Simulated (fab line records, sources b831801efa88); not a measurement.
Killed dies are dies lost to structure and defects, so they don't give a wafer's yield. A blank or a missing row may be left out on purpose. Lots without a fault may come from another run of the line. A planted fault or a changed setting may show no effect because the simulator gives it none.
Which tool did it? | flow sky130 | 14 lots, 42 wafers sampled, at 6 steps of a route of 708

WHAT THE GAUGES READ, wafer by wafer
SKY_VT_ADJUST_HVTP_CD_MEAS_07: target cd 380 nm. Usual: cd_nm 379.2 nm, standard deviation 2.8.
lot  | measured     | on        | cd_nm (nm)        | flag
L784 | day 6 01:44  | cd_sem-02 | 387.1 386.1 384.9 |
L785 | day 6 05:49  | cd_sem-01 | 381.4 378.3 380.7 |
L786 | day 6 11:38  | cd_sem-02 | 378.1 376.7 378.1 |
L788 | day 7 13:20  | cd_sem-02 | 378.3 378.7 379.9 |
L790 | day 7 19:56  | cd_sem-01 | 378.0 375.4 377.8 |
L791 | day 8 02:13  | cd_sem-02 | 380.1 380.9 379.0 |
L792 | day 8 08:11  | cd_sem-01 | 383.0 383.8 382.4 |
L795 | day 8 21:27  | cd_sem-01 | 381.5 380.0 381.9 |
L798 | day 9 23:56  | cd_sem-01 | 378.6 377.6 382.2 |
L800 | day 10 10:50 | cd_sem-02 | 376.8 376.4 377.0 |
L801 | day 10 19:25 | cd_sem-01 | 377.8 376.7 378.0 |
L802 | day 11 00:47 | cd_sem-01 | 376.2 374.4 372.6 |
L804 | day 11 14:40 | cd_sem-01 | 375.2 377.4 376.2 |
L807 | day 12 06:07 | cd_sem-02 | 381.9 380.4 380.4 |

SKY_VT_ADJUST_HVTP_TW_MEAS_11. Usual: VT_ADJUST_HVTP_TW 1359, standard deviation 9.7.
lot  | measured     | on            | VT_ADJUST_HVTP_TW | flag
L784 | day 6 02:07  | film_metro-03 | 1362 1365 1358    |
L785 | day 6 06:12  | film_metro-02 | 1339 1342 1340    |
L786 | day 6 12:03  | film_metro-02 | 1340 1346 1332    |
L788 | day 7 13:45  | film_metro-04 | 1373 1371 1365    |
L790 | day 7 20:29  | film_metro-02 | 1354 1357 1348    |
L791 | day 8 02:37  | film_metro-04 | 1365 1366 1369    |
L792 | day 8 08:36  | film_metro-03 | 1357 1353 1357    |
L795 | day 8 21:50  | film_metro-04 | 1368 1370 1364    |
L798 | day 10 00:22 | film_metro-02 | 1351 1348 1349    |
L800 | day 10 11:14 | film_metro-04 | 1372 1378 1365    |
L801 | day 10 19:51 | film_metro-03 | 1366 1366 1369    |
L802 | day 11 01:12 | film_metro-04 | 1369 1365 1365    |
L804 | day 11 15:04 | film_metro-03 | 1358 1352 1363    |
L807 | day 12 06:29 | film_metro-04 | 1368 1354 1362    |

SKY_VT_ADJUST_PCH_OVL_MEAS_07. Usual: VT_ADJUST_PCH_OVL 0.7 nm, standard deviation 1.3.
lot  | measured     | on         | VT_ADJUST_PCH_OVL (nm) | flag
L784 | day 10 12:48 | overlay-01 | 3.0 1.7 1.5            |
L785 | day 10 16:43 | overlay-01 | 0.6 0.3 -0.9           |
L786 | day 11 00:15 | overlay-02 | 1.0 2.5 0.7            |
L788 | day 12 06:08 | overlay-02 | -0.9 -1.9 -3.1         |
L790 | day 12 13:45 | overlay-02 | 1.4 1.7 2.7            |
L791 | day 12 22:17 | overlay-01 | 0.4 1.1 1.6            |
L792 | day 13 05:32 | overlay-02 | 0.3 -0.7 0.5           |
L795 | day 13 21:43 | overlay-01 | 2.0 0.5 0.4            |
L798 | day 15 03:03 | overlay-02 | - - -                  | OFF
L800 | day 15 16:24 | overlay-01 | - - -                  | OFF
L801 | day 16 01:51 | overlay-01 | -0.1 0.6 -0.5          |
L802 | day 16 08:50 | overlay-01 | 1.7 -0.8 -0.5          |
L804 | day 17 02:09 | overlay-01 | -0.6 2.7 3.4           |
L807 | day 17 19:10 | overlay-02 | 2.4 1.2 2.1            |

SKY_VT_ADJUST_PCH_TW_MEAS_10. Usual: VT_ADJUST_PCH_TW 142.4, standard deviation 1.2.
lot  | measured     | on            | VT_ADJUST_PCH_TW  | flag
L784 | day 10 13:05 | film_metro-02 | 141.8 141.8 141.8 |
L785 | day 10 17:01 | film_metro-02 | 141.5 141.3 140.8 |
L786 | day 11 00:32 | film_metro-02 | 141.7 141.7 142.0 |
L788 | day 12 06:26 | film_metro-03 | 144.2 144.2 143.1 |
L790 | day 12 14:02 | film_metro-02 | 142.7 142.0 142.4 |
L791 | day 12 22:35 | film_metro-04 | 143.6 143.2 142.6 |
L792 | day 13 05:49 | film_metro-02 | 142.2 142.1 141.8 |
L795 | day 13 22:00 | film_metro-04 | 143.2 143.3 143.2 |
L798 | day 15 03:20 | film_metro-04 | 30.4 30.4 30.2    | OFF
L800 | day 15 16:41 | film_metro-03 | 30.2 30.1 30.0    | OFF
L801 | day 16 02:08 | film_metro-04 | 142.5 142.4 143.2 |
L802 | day 16 09:08 | film_metro-02 | 142.3 142.0 141.6 |
L804 | day 17 02:26 | film_metro-04 | 142.8 141.8 142.4 |
L807 | day 17 19:28 | film_metro-03 | 144.1 143.8 144.0 |

WHICH TOOL RAN EACH LOT (tool, then ch and the chambers of the sampled wafers, then the start)
lot  | SKY_NWELL_STRIP_25                   | SKY_VT_ADJUST_PCH_DEVELOP_06
L784 | plasma_asher-04 ch 0,1, day 5 06:58  | litho_track-02 ch 0, day 10 12:00
L785 | plasma_asher-03 ch 0,1, day 5 10:31  | litho_track-03 ch 0, day 10 16:00
L786 | plasma_asher-02 ch 0,1, day 5 16:44  | litho_track-03 ch 0, day 11 00:00
L788 | plasma_asher-02 ch 0,1, day 6 17:32  | litho_track-01 ch 0, day 12 05:00
L790 | plasma_asher-02 ch 0,1, day 6 23:11  | litho_track-03 ch 0, day 12 13:00
L791 | plasma_asher-03 ch 1, day 7 04:50    | litho_track-02 ch 0, day 12 22:00
L792 | plasma_asher-02 ch 0,1, day 7 11:38  | litho_track-02 ch 0, day 13 05:00
L795 | plasma_asher-03 ch 0,1, day 8 00:10  | litho_track-02 ch 0, day 13 21:00
L798 | plasma_asher-03 ch 0,1, day 9 00:52  | litho_track-03 ch 0, day 15 02:00
L800 | plasma_asher-04 ch 0,1, day 9 11:50  | litho_track-03 ch 0, day 15 16:00
L801 | plasma_asher-04 ch 0, day 9 19:53    | litho_track-01 ch 0, day 16 01:00
L802 | plasma_asher-02 ch 0,1, day 10 01:38 | litho_track-01 ch 0, day 16 08:00
L804 | plasma_asher-03 ch 0,1, day 10 14:29 | litho_track-01 ch 0, day 17 02:00
L807 | plasma_asher-03 ch 0,1, day 11 06:04 | litho_track-01 ch 0, day 17 19:00
- SKY_NWELL_STRIP_25: strips in O2/N2.
- SKY_VT_ADJUST_PCH_DEVELOP_06: develop time 60 s.

WHAT THE TOOLS THEMSELVES READ (means of the sampled wafers that have a number; where no wafer has one, the mark that the record gives instead)
SKY_NWELL_STRIP_25. Usual: drypump_motor_current_A 5.6 A, standard deviation 0.48; oes_product_au 0.722 a.u., standard deviation 0.0043; strip_time_to_endpoint_s 36.97 s, standard deviation 0.11.
lot  | tool            | drypump_motor_current_A (A) | oes_product_au (a.u.) | strip_time_to_endpoint_s (s) | flag
L784 | plasma_asher-04 | 5.4                         | 0.726                 | 37.18                        |
L785 | plasma_asher-03 | 5.0                         | 0.721                 | 37.01                        |
L786 | plasma_asher-02 | 6.0                         | 0.724                 | 37.14                        |
L788 | plasma_asher-02 | 6.1                         | 0.722                 | 37.13                        |
L790 | plasma_asher-02 | 6.0                         | 0.720                 | 36.80                        |
L791 | plasma_asher-03 | 5.5                         | 0.722                 | 36.92                        |
L792 | plasma_asher-02 | 6.1                         | 0.719                 | 36.97                        |
L795 | plasma_asher-03 | 5.0                         | 0.723                 | 36.92                        |
L798 | plasma_asher-03 | 5.3                         | 0.723                 | 36.98                        |
L800 | plasma_asher-04 | 5.4                         | 0.728                 | 37.08                        |
L801 | plasma_asher-04 | 5.3                         | 0.724                 | 37.01                        |
L802 | plasma_asher-02 | 6.1                         | 0.726                 | 36.94                        |
L804 | plasma_asher-03 | 5.0                         | 0.717                 | 37.03                        |
L807 | plasma_asher-03 | 5.3                         | 0.724                 | 36.98                        |

THE ANSWER, worked out from the rows above alone
Rule: a lot is off if the mean of its wafers that have a number lies more than 3 standard deviations from the usual mean. A lot without any number at a reading at which 4 lots or more have one is off too. The other lots that the step has rows for count as sound. The gauges are gone through in route order, then the tools' own readings, and for those a lot's mean is taken as printed above. The first step at which some lot is off is used, and at that step the reading that is off furthest; a lot without a number counts as furthest.
Off: L798, L800, at SKY_VT_ADJUST_PCH_OVL_MEAS_07 (VT_ADJUST_PCH_OVL). Without a number there: L798, L800.
A tool fits if, at a process step before that reading, it ran every lot that is off, and no sound lot after the first of them. The gauges at SKY_VT_ADJUST_PCH_OVL_MEAS_07 aren't tried: what is off there is off at SKY_VT_ADJUST_PCH_TW_MEAS_10 too, on other tools, and a gauge's error can't cause that. One fits: litho_track-03 at SKY_VT_ADJUST_PCH_DEVELOP_06. Its last sound lot is L790 (day 12 13:00), its first lot that is off L798 (day 15 02:00): a fault that began between those two fits.

WHAT THE SIMULATOR HAD PUT IN
Process parameter drift: litho_track-03, from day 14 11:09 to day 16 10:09, at SKY_VT_ADJUST_PCH_DEVELOP_06. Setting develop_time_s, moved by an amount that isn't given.
Lots struck among those shown: L798, L800. The rule above found the same.
